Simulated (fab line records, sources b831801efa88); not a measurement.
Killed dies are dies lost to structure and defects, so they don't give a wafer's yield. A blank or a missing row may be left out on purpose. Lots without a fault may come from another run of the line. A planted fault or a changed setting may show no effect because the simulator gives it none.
Split-lot experiment | flow sfq_line | 5 lots, 27 wafers read, on a route of 325 steps

THE SPLIT
At SFQ_TRILAYER_I0_DEP_PECVD_027 (deposits SiO2 from SiH4/N2O, time 111.11 s, target thk 500 nm), the setting time_s was moved away from the recipe's 111.11 s on 9 of the 27 wafers read, by -55.6% to -17.0%. The other wafers ran this setting at the recipe's value.

The reading is taken at the split's own step.

THE READING
SiO2_of_TRILAYER_I0_DEP_PECVD_027.thk_nm (the simulator's own value, which no gauge read), in nm, at SFQ_TRILAYER_I0_DEP_PECVD_027 (deposits SiO2 from SiH4/N2O, time 111.11 s, target thk 500 nm). The file gives no usual value for it. The 18 wafers here that ran the recipe average 501.3 nm, standard deviation 4.1 nm.

wafer  | tool, chamber at the split | time_s as run, s | against the recipe | SiO2_of_TRILAYER_I0_DEP_PECVD_027.thk_nm, nm | against lot-mates on the recipe
L079.1 | pecvd-01, 1                | 111.11           | recipe             | 501.5                                        | -
L079.2 | pecvd-01, 0                | 111.11           | recipe             | 500.2                                        | -
L079.3 | pecvd-01, 2                | 92.22            | -17.0%             | 421.6                                        | -81.0
L079.4 | pecvd-01, 1                | 111.11           | recipe             | 506                                          | -
L079.5 | pecvd-01, 0                | 92.22            | -17.0%             | 421.7                                        | -80.9
L079.6 | pecvd-01, 2                | 92.22            | -17.0%             | 430.3                                        | -72.3
L080.1 | pecvd-03, 2                | 111.11           | recipe             | 501                                          | -
L080.2 | pecvd-03, 0                | 111.11           | recipe             | 507.5                                        | -
L080.3 | pecvd-03, 1                | 111.11           | recipe             | 502.5                                        | -
L081.1 | pecvd-04, 0                | 49.33            | -55.6%             | 213                                          | -286.2
L081.2 | pecvd-04, 1                | 49.33            | -55.6%             | 216.1                                        | -283.1
L081.3 | pecvd-04, 2                | 49.33            | -55.6%             | 216.6                                        | -282.6
L081.4 | pecvd-04, 2                | 111.11           | recipe             | 502.9                                        | -
L081.5 | pecvd-04, 0                | 111.11           | recipe             | 499.3                                        | -
L081.6 | pecvd-04, 1                | 111.11           | recipe             | 495.3                                        | -
L084.1 | pecvd-01, 0                | 111.11           | recipe             | 501.1                                        | -
L084.2 | pecvd-01, 1                | 111.11           | recipe             | 493.4                                        | -
L084.3 | pecvd-01, 2                | 111.11           | recipe             | 496.7                                        | -
L084.4 | pecvd-01, 2                | 111.11           | recipe             | 507.6                                        | -
L084.5 | pecvd-01, 0                | 111.11           | recipe             | 505                                          | -
L084.6 | pecvd-01, 1                | 111.11           | recipe             | 505.8                                        | -
L085.1 | pecvd-04, 0                | 51.25            | -53.9%             | 225                                          | -273.9
L085.2 | pecvd-04, 1                | 51.25            | -53.9%             | 226.7                                        | -272.2
L085.3 | pecvd-04, 2                | 111.11           | recipe             | 496.2                                        | -
L085.4 | pecvd-04, 2                | 111.11           | recipe             | 502.1                                        | -
L085.5 | pecvd-04, 0                | 111.11           | recipe             | 498.5                                        | -
L085.6 | pecvd-04, 1                | 51.25            | -53.9%             | 233.9                                        | -265.0

THE FIT
A straight line over all 27 wafers: SiO2_of_TRILAYER_I0_DEP_PECVD_027.thk_nm changes by +5.1 nm for each +1% of time_s; r = +1.00; the points scatter about the line by 5.3 nm.
The same after taking each lot's own level away (the mean of its wafers on the recipe; 27 wafers): +5.06 nm for each +1%; r = +1.00; scatter 4.7 nm.
On that fit, the largest move of time_s shifts the reading by 2.8e+02 nm.
The lots' own levels span 498.93 to 503.67 nm, that is 1.2 times the standard deviation above.
So the lot-to-lot level changes the slope little: the two slopes agree.
Check: with one of the wafers moved furthest among these (-55.6%) left out of the fit, the line predicts -279 nm for it against its lot-mates. It came out at -286 nm against them.

OTHER SPLITS ON THESE WAFERS
These wafers also went through other splits before the reading. Each is held against what the fit with the lots' levels taken away leaves over:
other split on the same wafers                | wafers away from the commonest value | r with SiO2_of_TRILAYER_I0_DEP_PECVD_027.thk_nm (lot level and that fit taken away)
SFQ_TRILAYER_INCOMING_OXIDATION_002 ox_time_s | 6                                    | -0.37

THE WHOLE CHAIN: every reading that the file lists as answering this split, in the file's order
step                          | what it does                                                  | reading                                                                                   | change (the file's fit)              | r (the file's)
SFQ_TRILAYER_I0_DEP_PECVD_027 | deposits SiO2 from SiH4/N2O, time 111.11 s, target thk 500 nm | SiO2_of_TRILAYER_I0_DEP_PECVD_027.thk_nm (the simulator's own value, which no gauge read) | +5.04 nm for each +1% of the setting | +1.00
SFQ_TRILAYER_I0_CMP_CMP_028   | polishes SiO2                                                 | time_to_endpoint_s                                                                        | withheld for each +1% of the setting | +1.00

THE FILE'S OWN FIT
SiO2_of_TRILAYER_I0_DEP_PECVD_027.thk_nm changes by +5.04 nm for each +1% of time_s, r = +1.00.
